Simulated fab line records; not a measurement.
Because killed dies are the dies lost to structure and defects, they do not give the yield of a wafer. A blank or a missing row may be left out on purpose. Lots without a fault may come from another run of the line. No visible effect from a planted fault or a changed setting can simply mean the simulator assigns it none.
fab line records	flow sky130
record: lots: 10	wafers: 30	last-day: 51
route steps=708 shown LDD_LDN@301 LOCAL_INTERCONNECT@387 CONTACT@424
lots that met no fault: taken from a fault-free run of the same line
start-h: the number of hours between the record's first day and the start of the first shown wafer of the lot	wait-h: hours since the lot's step before	" identical to the entry in the row above	L1.1+2: a row that stands for several wafers	- no value, or no start given	* or withheld: withheld	< > ~ a bound
route shown NAME@n: a module of which the file shows steps, and the number in the route of the first	usual: the fault-free wafers' mean and standard deviation	same: alike in all rows	chamber/n: place in a boat	sites: per-site readings	_std_site: how widely they spread, as a standard deviation	_edge_site: the outer-site mean with the inner-site mean subtracted	radius-mm: how far each site lies from the wafer's centre	mask NAME#n: copy n	behind: the tool/chamber that last shaped the wafer	hold: why the lot went on hold/how many hours it stayed there/how the hold came to an end	device: transistor that didn't switch, given as n, p or np	end of line: tests of these same wafers at the route's end	a step with no rows: only its recipe	killed: dies lost to structure and defects at the first sort, not the wafer's yield	map: shows each die of a wafer: x if killed, . if not, _ if none is there
set.NAME: the setting the step ran with; set.NAME@STEP: the setting that earlier step ran with	model.NAME: the simulator's own value behind a step, which no gauge read
the route's steps for a sample of lots (tables are steps, rows are wafers)
services: the hour from which a tool's chamber was out of use, counted from the record's first day as start-h (under 0 if before that day), plus the number of hours and why
== steps ==
step: SKY_LDD_LDN_STRIP_12
recipe: chemistry: O2/N2	power-w: 1400	pressure-mtorr: 1500	platen-temp-c: withheld	o2-flow-sccm: 3000	n2-flow-sccm: 300	overash-fraction: 0.5
usual: drypump-motor-current-A: 5.76/0.27	oes-product-au: 0.716/0.0046	strip-time-to-endpoint-s: 14.17/0.036
lot.wafer	tool	chamber	start-h	wait-h	drypump-motor-current-A	oes-product-au	rf-hours-counter-h	strip-time-to-endpoint-s
L621.3	plasma-asher-03	0	557.51	0.1	5.84	0.710	-	14.12
L621.5	"	1	"	"	5.17	0.714	-	14.14
L621.6	"	0	"	"	5.83	0.713	-	14.16
L623.1	plasma-asher-02	0	582.05	0.1	5.96	0.720	77	14.21
L623.5	"	0	"	"	5.97	0.711	-	14.23
L623.6	"	1	"	"	5.72	0.716	-	14.26
L626.2	plasma-asher-04	1	597.69	0.1	5.79	0.713	48	14.15
L626.4	"	1	"	"	5.78	0.726	-	14.15
L626.5	"	1	"	"	5.77	0.715	-	14.13
L631.1	plasma-asher-03	1	649.54	0.1	5.20	0.712	23	14.17
L631.3	"	0	"	"	5.83	0.720	-	14.16
L631.4	"	1	"	"	5.20	0.718	-	14.18
L632.1	plasma-asher-03	0	653.08	0.1	5.79	0.713	24	14.21
L632.3	"	0	"	"	5.80	0.715	-	14.23
L632.5	"	0	"	"	5.85	0.721	-	14.23
L633.2	plasma-asher-04	1	660.48	0.1	5.75	0.723	54	14.10
L633.4	"	0	"	"	6.02	0.717	-	14.17
L633.5	"	0	"	"	6.04	0.720	-	14.16
L634.2	plasma-asher-03	1	661.09	0.1	5.20	0.709	24	14.12
L634.4	"	1	"	"	5.18	0.719	-	14.25
L634.6	"	0	"	"	5.81	0.718	-	14.20
L635.1	plasma-asher-02	0	678.05	0.1	5.98	0.716	86	14.20
L635.2	"	1	"	"	5.74	0.721	86	14.19
L635.3	"	1	"	"	5.74	0.703	-	14.21
L641.1	plasma-asher-04	0	723.54	0.1	6.05	0.717	59	14.15
L641.4	"	1	"	"	5.76	0.717	-	14.20
L641.5	"	1	"	"	5.76	0.716	-	14.18
L643.2	plasma-asher-02	0	736.75	0.1	5.99	0.715	93	14.12
L643.5	"	1	"	"	5.73	0.716	-	14.14
L643.6	"	0	"	"	5.95	0.713	-	14.12
step: SKY_LOCAL_INTERCONNECT_SPUTTER_00
recipe: material: TiN	target-thk-nm: 100	temp-c: 300	power-w: 6500	time-s: 83.3	chamber-pressure-pa: 0.4
usual: chamber-pressure-pa: 0.4000/0.00075	susceptor-temp-C: 300.01/0.19	throttle-valve-pct: 29.7/0.94
lot.wafer	tool	chamber	start-h	wait-h	chamber-pressure-pa	susceptor-temp-C	throttle-valve-pct
L621.3	pvd-sputter-01	-	711.03	0.1	0.3993	299.70	28.8
L621.5	"	-	"	"	0.4003	299.94	28.8
L621.6	"	-	"	"	0.3993	300.26	28.9
L623.1	pvd-sputter-01	-	734.91	0.1	0.4006	299.99	28.9
L623.5	"	-	"	"	0.3984	300.36	28.3
L623.6	"	-	"	"	0.3999	299.92	31.3
L626.2	pvd-sputter-02	-	747.29	0.1	0.4006	299.91	30.7
L626.4	"	-	"	"	0.4010	299.94	29.7
L626.5	"	-	"	"	0.3997	299.91	30.3
L631.1	pvd-sputter-01	-	797.46	0.1	0.3994	300.23	31.3
L631.3	"	-	"	"	0.3996	299.86	28.5
L631.4	"	-	"	"	0.3993	300.18	28.9
L632.1	pvd-sputter-01	-	801.74	0.1	0.4005	299.85	29.0
L632.3	"	-	"	"	0.3989	299.86	28.4
L632.5	"	-	"	"	0.3992	300.24	28.5
L633.2	pvd-sputter-04	-	807.00	0.2	0.4006	299.79	30.2
L633.4	"	-	"	"	0.4004	300.12	31.0
L633.5	"	-	"	"	0.3996	299.76	28.7
L634.2	pvd-sputter-02	-	807.30	0.2	0.3998	299.90	30.9
L634.4	"	-	"	"	0.3991	299.96	30.3
L634.6	"	-	"	"	0.4007	299.97	29.9
L635.1	pvd-sputter-02	-	823.91	0.2	0.4002	300.08	30.5
L635.2	"	-	"	"	0.4000	299.92	30.1
L635.3	"	-	"	"	0.4000	300.10	30.8
L641.1	pvd-sputter-01	-	868.52	0.2	0.3987	299.73	28.5
L641.4	"	-	"	"	0.4001	299.67	28.9
L641.5	"	-	"	"	0.3998	299.79	31.4
L643.2	pvd-sputter-01	-	879.77	0.1	0.3997	300.24	31.2
L643.5	"	-	"	"	0.4000	299.82	28.8
L643.6	"	-	"	"	0.4003	299.90	29.1
step: SKY_LOCAL_INTERCONNECT_RS_MEAS_01
recipe: thk-meas-gauge: four-point-probe	reads: TiN_of_LOCAL_INTERCONNECT_SPUTTER_00
usual: LOCAL_INTERCONNECT_TIN_RS: 14.08/0.17
lot.wafer	tool	chamber	start-h	wait-h	LOCAL_INTERCONNECT_TIN_RS[ohm/sq]
L621.3	film-metro-03	-	711.14	0.1	14.11
L621.5	"	-	"	"	14.03
L621.6	"	-	"	"	13.96
L623.1	film-metro-01	-	734.98	0.0	14.08
L623.5	"	-	"	"	14.42
L623.6	"	-	"	"	14.40
L626.2	film-metro-01	-	747.37	0.1	13.96
L626.4	"	-	"	"	14.19
L626.5	"	-	"	"	14.13
L631.1	film-metro-03	-	797.53	0.0	14.12
L631.3	"	-	"	"	14.31
L631.4	"	-	"	"	13.82
L632.1	film-metro-01	-	801.80	0.0	13.99
L632.3	"	-	"	"	14.27
L632.5	"	-	"	"	14.29
L633.2	film-metro-04	-	807.08	0.1	14.04
L633.4	"	-	"	"	14.06
L633.5	"	-	"	"	14.04
L634.2	film-metro-03	-	807.38	0.1	14.19
L634.4	"	-	"	"	14.17
L634.6	"	-	"	"	14.23
L635.1	film-metro-04	-	823.98	0.0	14.01
L635.2	"	-	"	"	14.12
L635.3	"	-	"	"	13.97
L641.1	film-metro-03	-	868.58	0.0	14.26
L641.4	"	-	"	"	13.80
L641.5	"	-	"	"	16.42
L643.2	film-metro-03	-	879.85	0.1	16.48
L643.5	"	-	"	"	14.24
L643.6	"	-	"	"	14.08
step: SKY_LOCAL_INTERCONNECT_THK_MEAS_02
recipe: thk-meas-gauge: xrf	reads: TiN_of_LOCAL_INTERCONNECT_SPUTTER_00
usual: LOCAL_INTERCONNECT_TIN_THK: 100.9/1.3
lot.wafer	tool	chamber	start-h	wait-h	LOCAL_INTERCONNECT_TIN_THK[nm]
L621.3	film-metro-03	-	711.24	0.1	100.1
L621.5	"	-	"	"	101.1
L621.6	"	-	"	"	101.3
L623.1	film-metro-01	-	735.10	0.1	100.8
L623.5	"	-	"	"	99.1
L623.6	"	-	"	"	99.0
L626.2	film-metro-01	-	747.48	0.1	101.9
L626.4	"	-	"	"	100.7
L626.5	"	-	"	"	100.5
L631.1	film-metro-03	-	797.65	0.1	99.9
L631.3	"	-	"	"	98.7
L631.4	"	-	"	"	101.8
L632.1	film-metro-01	-	801.92	0.1	101.8
L632.3	"	-	"	"	99.9
L632.5	"	-	"	"	99.3
L633.2	film-metro-04	-	807.19	0.1	100.5
L633.4	"	-	"	"	100.3
L633.5	"	-	"	"	100.5
L634.2	film-metro-03	-	807.49	0.1	99.9
L634.4	"	-	"	"	99.6
L634.6	"	-	"	"	99.4
L635.1	film-metro-04	-	824.10	0.1	101.0
L635.2	"	-	"	"	101.0
L635.3	"	-	"	"	101.7
L641.1	film-metro-03	-	868.70	0.1	99.6
L641.4	"	-	"	"	103.0
L641.5	"	-	"	"	87.5
L643.2	film-metro-03	-	879.96	0.1	86.8
L643.5	"	-	"	"	99.4
L643.6	"	-	"	"	100.6
step: SKY_LOCAL_INTERCONNECT_OVL_MEAS_12
usual: LOCAL_INTERCONNECT_OVL: 0/6.3
lot.wafer	tool	chamber	start-h	wait-h	LOCAL_INTERCONNECT_OVL[nm]
L621.3	overlay-02	-	739.94	0.1	-4
L621.5	"	-	"	"	-2
L621.6	"	-	"	"	-1
L623.1	overlay-01	-	763.83	0.1	0
L623.5	"	-	"	"	-1
L623.6	"	-	"	"	-2
L626.2	overlay-02	-	774.84	0.1	6
L626.4	"	-	"	"	5
L626.5	"	-	"	"	7
L631.1	overlay-02	-	824.89	0.1	3
L631.3	"	-	"	"	0
L631.4	"	-	"	"	0
L632.1	overlay-02	-	828.78	0.1	-8
L632.3	"	-	"	"	-6
L632.5	"	-	"	"	-13
L633.2	overlay-01	-	834.08	0.1	5
L633.4	"	-	"	"	3
L633.5	"	-	"	"	2
L634.2	overlay-02	-	834.47	0.1	7
L634.4	"	-	"	"	6
L634.6	"	-	"	"	4
L635.1	overlay-01	-	850.91	0.1	-4
L635.2	"	-	"	"	0
L635.3	"	-	"	"	-6
L641.1	overlay-02	-	894.76	0.1	9
L641.4	"	-	"	"	8
L641.5	"	-	"	"	4
L643.2	overlay-01	-	905.67	0.1	3
L643.5	"	-	"	"	-2
L643.6	"	-	"	"	-7
step: SKY_LOCAL_INTERCONNECT_METAL_ETCH_14
recipe: target-depth-nm: 110	stop-on: PSG	chemistry: Cl2/BCl3	target: TiN	resist-sidewall-deg: 88	pressure-mtorr: 10	icp-w: 900	bias-w: 48.5	Cl2_flow_sccm: 60	bcl3-flow-sccm: 30	time-s: 31.4
usual: bias-w: 48.50/0.15	drypump-motor-current-A: 5.6/0.41	mfc-cl2-sccm: 60.03/0.17	oes-product-au: 0.944/0.0077	throttle-valve-pct: 21.899/0.0094
lot.wafer	tool	chamber	start-h	wait-h	bias-w	drypump-motor-current-A	mfc-cl2-sccm	oes-product-au	rf-hours-counter-h	throttle-valve-pct
L621.3	rie-metal-02	0	740.04	0.0	48.38	5.5	60.07	0.942	-	21.907
L621.5	"	0	"	"	48.24	5.5	60.42	0.943	-	21.882
L621.6	"	1	"	"	48.66	5.3	59.77	0.953	-	21.891
L623.1	rie-metal-03	0	763.93	0.0	48.31	5.8	60.05	0.944	8	21.903
L623.5	"	1	"	"	48.58	5.0	59.76	0.927	-	21.896
L623.6	"	0	"	"	48.25	5.9	59.98	0.941	-	21.916
L626.2	rie-metal-03	0	774.93	0.0	48.38	5.8	60.06	0.950	9	21.903
L626.4	"	1	"	"	48.56	5.1	59.92	0.933	-	21.904
L626.5	"	0	"	"	48.32	5.8	59.94	0.936	-	21.911
L631.1	rie-metal-03	0	824.99	0.0	48.43	5.8	59.83	0.943	12	21.894
L631.3	"	0	"	"	48.79	5.8	60.08	0.936	-	21.890
L631.4	"	1	"	"	48.65	5.1	60.20	0.948	-	21.891
L632.1	rie-metal-03	1	828.88	0.0	48.60	5.1	59.68	0.948	0	21.900
L632.3	"	1	"	"	48.55	5.1	59.84	0.938	-	21.895
L632.5	"	1	"	"	48.85	5.1	60.04	0.936	-	21.906
L633.2	rie-metal-03	0	834.18	0.0	48.57	5.8	60.19	0.952	12	21.899
L633.4	"	1	"	"	48.39	5.0	60.24	0.941	-	21.901
L633.5	"	1	"	"	48.37	5.0	60.09	0.945	-	21.893
L634.2	rie-metal-04	1	834.56	0.0	48.67	5.5	60.24	0.932	7	21.893
L634.4	"	0	"	"	48.63	6.3	59.86	0.936	-	21.915
L634.6	"	1	"	"	48.54	5.4	60.28	0.939	-	21.906
L635.1	rie-metal-04	1	851.01	0.0	48.42	5.5	59.89	0.945	8	21.891
L635.2	"	0	"	"	48.56	6.4	60.22	0.941	11	21.908
L635.3	"	0	"	"	48.57	6.3	60.40	0.945	-	21.903
L641.1	rie-metal-04	1	894.86	0.0	48.52	5.4	60.19	0.935	10	21.900
L641.4	"	1	"	"	48.67	5.4	60.31	0.950	-	21.893
L641.5	"	0	"	"	48.22	6.3	60.20	0.870	-	21.943
L643.2	rie-metal-02	1	905.76	0.0	48.37	5.3	59.93	0.867	9	21.945
L643.5	"	1	"	"	48.44	5.4	60.39	0.935	-	21.903
L643.6	"	0	"	"	48.54	5.5	60.08	0.945	-	21.897
step: SKY_CONTACT_ETCH_18
recipe: target: Si3N4	chemistry: CHF3/O2	stop-on: TiN	source-w: 600	bias-w: 204.6	pressure-mtorr: 40	chf3-flow-sccm: 50	O2_flow_sccm: 5	time-s: 39	target-depth-a: 750
usual: bias-w: 204.7/0.58	drypump-motor-current-A: 5.7/0.4	oes-product-au: 0.853/0.0063	throttle-valve-pct: 8.793/0.0095
lot.wafer	tool	chamber	start-h	wait-h	bias-w	drypump-motor-current-A	oes-product-au	rf-hours-counter-h	throttle-valve-pct
L621.3	rie-diel-04	0	-	-	203.7	5.3	0.859	6	8.810
L621.5	"	2	"	"	205.5	5.5	0.851	-	8.810
L621.6	"	1	"	"	205.2	5.8	0.856	-	8.802
L623.1	rie-diel-02	0	-	-	204.7	5.3	0.855	22	8.801
L623.5	"	0	"	"	204.8	5.2	0.850	-	8.795
L623.6	"	1	"	"	204.3	5.5	0.849	-	8.778
L626.2	rie-diel-04	2	-	-	204.3	5.5	0.845	19	8.789
L626.4	"	1	"	"	203.6	5.9	0.858	23	8.786
L626.5	"	1	"	"	205.0	5.8	0.867	-	8.800
L631.1	rie-diel-04	1	-	-	204.3	5.8	0.848	25	8.810
L631.3	"	2	"	"	204.6	5.5	0.849	21	8.804
L631.4	"	3	"	"	204.0	6.2	0.857	17	8.797
L632.1	rie-diel-02	0	-	-	205.2	5.2	0.842	24	8.798
L632.3	"	3	"	"	204.3	6.1	0.848	9	8.776
L632.5	"	2	"	"	205.2	6.5	0.865	-	8.801
L633.2	rie-diel-01	3	-	-	204.1	5.9	0.850	23	8.788
L633.4	"	2	"	"	204.3	5.5	0.856	2	8.798
L633.5	"	3	"	"	204.7	5.9	0.849	-	8.792
L634.2	rie-diel-04	3	-	-	204.3	6.2	0.845	17	8.795
L634.4	"	1	"	"	203.7	5.8	0.849	25	8.811
L634.6	"	3	"	"	204.7	6.2	0.848	-	8.791
L635.1	rie-diel-04	2	-	-	205.1	5.5	0.852	21	8.797
L635.2	"	0	"	"	204.8	5.3	0.848	9	8.800
L635.3	"	1	"	"	205.9	5.8	0.855	25	8.783
L641.1	rie-diel-04	3	-	-	204.8	6.1	0.850	19	8.782
L641.4	"	1	"	"	204.9	5.8	0.865	27	8.790
L641.5	"	0	"	"	204.5	5.3	0.852	-	8.791
L643.2	rie-diel-02	2	-	-	204.6	6.5	0.855	4	8.792
L643.5	"	3	"	"	204.3	6.1	0.867	-	8.798
L643.6	"	1	"	"	205.1	5.5	0.857	-	8.796
== services ==
tool	chamber	start-h	hours	kind
rie-diel-04	-	539.77	14.6	pm
rie-diel-02	-	541.57	0.6	repair
rie-diel-04	-	562.54	0.4	repair
rie-metal-03	-	571.81	2.8	pm
rie-diel-02	2	580.07	7.0	repair
rie-diel-02	1	593.01	4.8	repair
rie-diel-02	-	606.96	2.0	repair
rie-diel-02	3	642.91	15.9	repair
plasma-asher-03	-	645.12	1.2	repair
rie-metal-04	0	692.15	1.8	repair
rie-diel-02	3	693.34	2.7	repair
rie-diel-02	-	694.73	15.6	pm
plasma-asher-04	-	702.09	12.3	repair
rie-diel-04	0	744.00	1.5	repair
rie-metal-04	0	758.34	1.0	repair
rie-metal-03	1	759.08	3.3	repair
rie-diel-04	0	761.38	2.3	repair
plasma-asher-02	-	785.71	4.5	repair
pvd-sputter-02	-	792.20	2.2	repair
plasma-asher-03	-	828.14	3.8	repair
rie-metal-04	0	828.93	4.5	repair
plasma-asher-03	-	855.61	7.6	repair
pvd-sputter-01	-	855.76	1.4	repair
plasma-asher-03	-	908.00	0.4	repair
== key ==
first-sign: step: SKY_LOCAL_INTERCONNECT_RS_MEAS_01	reading: LOCAL_INTERCONNECT_TIN_RS	direction: up	sigmas: 14	usual: 14.08	struck: 16.45
effect: step: SKY_LOCAL_INTERCONNECT_THK_MEAS_02	reading: LOCAL_INTERCONNECT_TIN_THK	direction: down	sigmas: 10	usual: 100.9	struck: 87.2
effect: step: SKY_LOCAL_INTERCONNECT_METAL_ETCH_14	reading: oes-product-au	direction: down	sigmas: 9.8	usual: 0.944	struck: 0.869
met-at SKY_LOCAL_INTERCONNECT_SPUTTER_00
struck-lots L641,L643
struck-wafers L641.5,L643.2
tester-left-out L641,L643
not-acting-at SKY_LDD_LDN_STRIP_12,SKY_LOCAL_INTERCONNECT_OVL_MEAS_12,SKY_CONTACT_ETCH_18
onset-between 797.46 868.52
fault: kind: process-parameter-drift	tool: pvd-sputter-01	chamber: -	onset-h: 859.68	steps: SKY_LOCAL_INTERCONNECT_SPUTTER_00	channel: target-thk-nm	offset: -11.786	shape: step	end-h: 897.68	acts-in: these-recipes-only	stated: 100	scope: struck-wafers-only
tester-left-out: of these lots the tester's yield and bins aren't shown, on N5 and GAA mostly nor the transistor test; their killed dies are dies lost to structure and defects alone, not to doping, threshold or leakage, so they don't give the yield
